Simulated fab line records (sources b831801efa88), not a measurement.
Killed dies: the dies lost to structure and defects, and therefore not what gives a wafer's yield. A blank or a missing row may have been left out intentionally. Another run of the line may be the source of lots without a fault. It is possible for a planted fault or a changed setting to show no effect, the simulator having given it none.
Which of the tools did it? + flow sky130 + 14 lots with 42 wafers sampled at 3 steps, on a route of 708 steps

## WHAT EACH GAUGE READ, for each wafer
SKY_CAPM_RS_MEAS_03: measurement is done with a four-point probe. Usual: for CAPM_TIN_RS the level is 6.91 ohm/sq and the standard deviation is 0.072.
| lot  | measured     | on           | CAPM_TIN_RS (ohm/sq) | flag |
|------|--------------|--------------|----------------------|------|
| L711 | day 36 02:07 | filmMetro-04 | 6.93 6.97 6.96       |      |
| L712 | day 36 20:16 | filmMetro-03 | 6.94 6.94 6.89       |      |
| L713 | day 36 21:15 | filmMetro-04 | 6.83 6.90 6.98       |      |
| L714 | day 37 11:09 | filmMetro-04 | 7.01 6.99 7.01       |      |
| L715 | day 38 16:17 | filmMetro-01 | 6.91 6.84 6.77       |      |
| L720 | day 39 08:20 | filmMetro-03 | 6.79 6.82 6.87       |      |
| L721 | day 39 20:37 | filmMetro-03 | 6.97 6.98 7.02       |      |
| L723 | day 40 05:10 | filmMetro-04 | 6.91 6.91 7.06       |      |
| L722 | day 40 06:53 | filmMetro-01 | 6.74 6.84 6.81       |      |
| L727 | day 41 17:40 | filmMetro-04 | 6.95 7.04 7.04       |      |
| L728 | day 41 22:56 | filmMetro-03 | 6.89 6.92 6.95       |      |
| L732 | day 42 17:10 | filmMetro-01 | 6.94 6.85 6.90       |      |
| L734 | day 43 16:56 | filmMetro-04 | 6.87 6.86 6.88       |      |
| L733 | day 44 18:40 | filmMetro-03 | 6.93 6.91 6.90       |      |

SKY_METAL5_RS_MEAS_05: measurement is done with a four-point probe. Usual: for METAL5_ALCU_RS the level is 0.0271 ohm/sq and the standard deviation is 0.00021.
| lot  | measured     | on           | METAL5_ALCU_RS (ohm/sq) | flag |
|------|--------------|--------------|-------------------------|------|
| L711 | day 42 13:58 | filmMetro-04 | 0.02751 0.02731 0.02722 |      |
| L712 | day 43 06:50 | filmMetro-04 | 0.02721 0.0272 0.02706  |      |
| L713 | day 43 07:07 | filmMetro-03 | 0.02689 0.02665 0.02698 |      |
| L714 | day 43 20:32 | filmMetro-01 | 0.02719 0.02668 0.02729 |      |
| L715 | day 44 20:46 | filmMetro-03 | 0.02712 0.02702 0.02703 |      |
| L720 | day 45 10:55 | filmMetro-01 | 0.02707 0.02749 0.02729 |      |
| L721 | day 45 23:00 | filmMetro-03 | 0.02756 0.0273 0.02751  |      |
| L723 | day 46 14:10 | filmMetro-03 | 0.02709 0.02684 0.02665 |      |
| L722 | day 46 14:28 | filmMetro-03 | 0.02722 0.02714 0.02706 |      |
| L727 | day 47 14:37 | filmMetro-01 | 0.02704 0.02705 0.027   |      |
| L728 | day 47 18:26 | filmMetro-01 | 0.02725 0.02757 0.02737 |      |
| L732 | day 48 01:52 | filmMetro-04 | 0.02702 0.02703 0.02697 |      |
| L734 | day 49 05:37 | filmMetro-03 | 0.02698 0.02703 0.02687 |      |
| L733 | day 50 01:00 | filmMetro-03 | 0.02734 0.02758 0.02743 |      |

## WHAT TOOL EACH LOT RAN ON (gives the tool, then ch and the chambers of the sampled wafers, and finally the start)
| lot  | SKY_VIA3_STRIP_16                   |
|------|-------------------------------------|
| L711 | plasmaAsher-02 ch 0,1, day 39 08:17 |
| L712 | plasmaAsher-03 ch 0,1, day 40 02:37 |
| L713 | plasmaAsher-03 ch 0,1, day 40 03:35 |
| L714 | plasmaAsher-01 ch 0,1, day 40 17:13 |
| L715 | plasmaAsher-01 ch 0,1, day 41 18:25 |
| L720 | plasmaAsher-03 ch 0,1, day 42 10:16 |
| L721 | plasmaAsher-01 ch 0,1, day 42 23:40 |
| L723 | plasmaAsher-02 ch 0,1, day 43 06:23 |
| L722 | plasmaAsher-02 ch 0,1, day 43 07:04 |
| L727 | plasmaAsher-01 ch 0,1, day 44 18:02 |
| L728 | plasmaAsher-01 ch 0,1, day 44 22:05 |
| L732 | plasmaAsher-01 ch 0,1, day 45 14:56 |
| L734 | plasmaAsher-03 ch 0,1, day 46 11:14 |
| L733 | plasmaAsher-03 ch 0,1, day 47 12:47 |
- SKY_VIA3_STRIP_16: strips in O2/N2.

## WHAT THE TOOLS THEMSELVES READ (means of the sampled wafers that have a number; where no wafer has one, the mark that the record gives instead)
SKY_VIA3_STRIP_16. Usual: drypumpMotorCurrentA 6.0 A, standard deviation 0.38; oesProductAu 0.400 a.u., standard deviation 0.0048; stripTimeToEndpointS 4.079 s, standard deviation 0.024.
| lot  | tool           | drypumpMotorCurrentA (A) | oesProductAu (a.u.) | stripTimeToEndpointS (s) | flag |
|------|----------------|--------------------------|---------------------|--------------------------|------|
| L711 | plasmaAsher-02 | 6.1                      | 0.398               | 4.076                    |      |
| L712 | plasmaAsher-03 | 6.1                      | 0.400               | 4.104                    |      |
| L713 | plasmaAsher-03 | 5.8                      | 0.397               | 4.075                    |      |
| L714 | plasmaAsher-01 | 5.8                      | 0.400               | 4.110                    |      |
| L715 | plasmaAsher-01 | 5.8                      | 0.397               | 4.072                    |      |
| L720 | plasmaAsher-03 | 5.8                      | 0.396               | 4.072                    |      |
| L721 | plasmaAsher-01 | 6.1                      | 0.401               | 4.082                    |      |
| L723 | plasmaAsher-02 | 6.1                      | 0.394               | 4.100                    |      |
| L722 | plasmaAsher-02 | 6.2                      | 0.400               | 4.065                    |      |
| L727 | plasmaAsher-01 | 5.8                      | 0.400               | 4.073                    |      |
| L728 | plasmaAsher-01 | 5.8                      | 0.403               | 4.094                    |      |
| L732 | plasmaAsher-01 | 5.8                      | 0.398               | 4.044                    |      |
| L734 | plasmaAsher-03 | 5.8                      | 0.400               | 4.092                    |      |
| L733 | plasmaAsher-03 | 5.7                      | 0.398               | 4.079                    |      |

## THE ANSWER, worked out from the rows above alone
Rule: a lot counts as off when the mean over its wafers that have a number is more than 3 standard deviations away from the usual mean. A lot without any number at a reading at which 4 lots or more have one is off too. The other lots that the step has rows for count as sound. Order of review: gauges by route order, followed by the tools' own readings, for which a lot's mean as printed above is used. The first step at which some lot is off is used, and at that step the reading that is off furthest; a lot without a number counts as furthest.
Across all readings shown, no lot is off: no conclusion can be drawn from this.

## WHAT HAD BEEN PUT IN BY THE SIMULATOR
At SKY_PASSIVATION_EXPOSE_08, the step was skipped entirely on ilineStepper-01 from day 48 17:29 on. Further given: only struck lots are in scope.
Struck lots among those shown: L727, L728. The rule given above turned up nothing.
